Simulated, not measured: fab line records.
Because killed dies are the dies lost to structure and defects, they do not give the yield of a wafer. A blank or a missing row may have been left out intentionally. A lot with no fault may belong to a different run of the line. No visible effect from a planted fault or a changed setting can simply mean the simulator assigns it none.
Which of the tools did it? + flow sky130 + Sampling: 6 lots, 18 wafers, 3 of 708 route steps

WHAT EACH GAUGE READ, for each wafer
SKY_VIA2_CD_MEAS_12: the cd target is 200 nm.
| lot  | measured     | on        | cd_nm (nm)        |
|------|--------------|-----------|-------------------|
| L320 | day 36 21:06 | cd_sem-01 | 199.9 200.7 200.4 |
| L322 | day 37 10:53 | cd_sem-02 | 187.9 184.7 156.1 |
| L332 | day 40 08:38 | cd_sem-02 | 200.0 199.7 199.1 |
| L335 | day 42 18:58 | cd_sem-02 | 200.8 199.4 199.4 |
| L339 | day 42 20:22 | cd_sem-02 | 199.5 199.5 199.1 |
| L340 | day 43 01:41 | cd_sem-01 | 199.0 198.8 200.0 |

WHAT TOOL EACH LOT RAN ON (gives the tool, then ch and the chambers of the sampled wafers, and finally the start)
| lot  | SKY_CONTACT_ETCH_17                | SKY_VIA2_EXPOSE_09                |
|------|------------------------------------|-----------------------------------|
| L320 | rie_diel-01 ch 1,2,3, day 32 03:22 | krf_scanner-01 ch 0, day 36 07:53 |
| L322 | rie_diel-04 ch 0,1,2, day 32 18:07 | krf_scanner-01 ch 0, day 36 22:43 |
| L332 | rie_diel-04 ch 0,1,3, day 35 20:46 | krf_scanner-01 ch 0, day 39 19:49 |
| L335 | rie_diel-04 ch 0,1, day 38 12:37   | krf_scanner-01 ch 0, day 42 07:05 |
| L339 | rie_diel-02 ch 1,2,3, day 38 14:14 | krf_scanner-02 ch 0, day 42 09:12 |
| L340 | rie_diel-02 ch 1,2,3, day 38 19:37 | krf_scanner-01 ch 0, day 42 15:33 |
- SKY_CONTACT_ETCH_17: etches SiO2 in C4F8/O2/Ar, stops on Si3N4, target depth 340 nm.
- SKY_VIA2_EXPOSE_09: exposes mask VIM2, target cd 200 nm.

THE ANSWER, worked out from the rows above alone
Rule: usual is defined by the lots themselves. The widest of any qualifying gaps counts: lots, ordered by their means at a reading, are off when they make up no more than a third of the lots, leave a main group of 4 or more, and stand apart from it by 3 or more times the standard deviation of that group's means. A main group is skipped when, at the precision printed for the reading in the tables above, its means are all equal. Also off: a lot with no number at a reading for which 4 or more lots have one. Any other lot the step has rows for is counted as sound.
Off: L322 (SKY_VIA2_CD_MEAS_12, cd_nm). The main group: mean 199.7 nm, standard deviation 0.38.
A tool fits if, at a process step before that reading, it ran every lot that is off, and no sound lot after the first of them. Gauges at SKY_VIA2_CD_MEAS_12: tried the same way as those tools. None of those tried fits.

WHAT THE SIMULATOR PUT IN
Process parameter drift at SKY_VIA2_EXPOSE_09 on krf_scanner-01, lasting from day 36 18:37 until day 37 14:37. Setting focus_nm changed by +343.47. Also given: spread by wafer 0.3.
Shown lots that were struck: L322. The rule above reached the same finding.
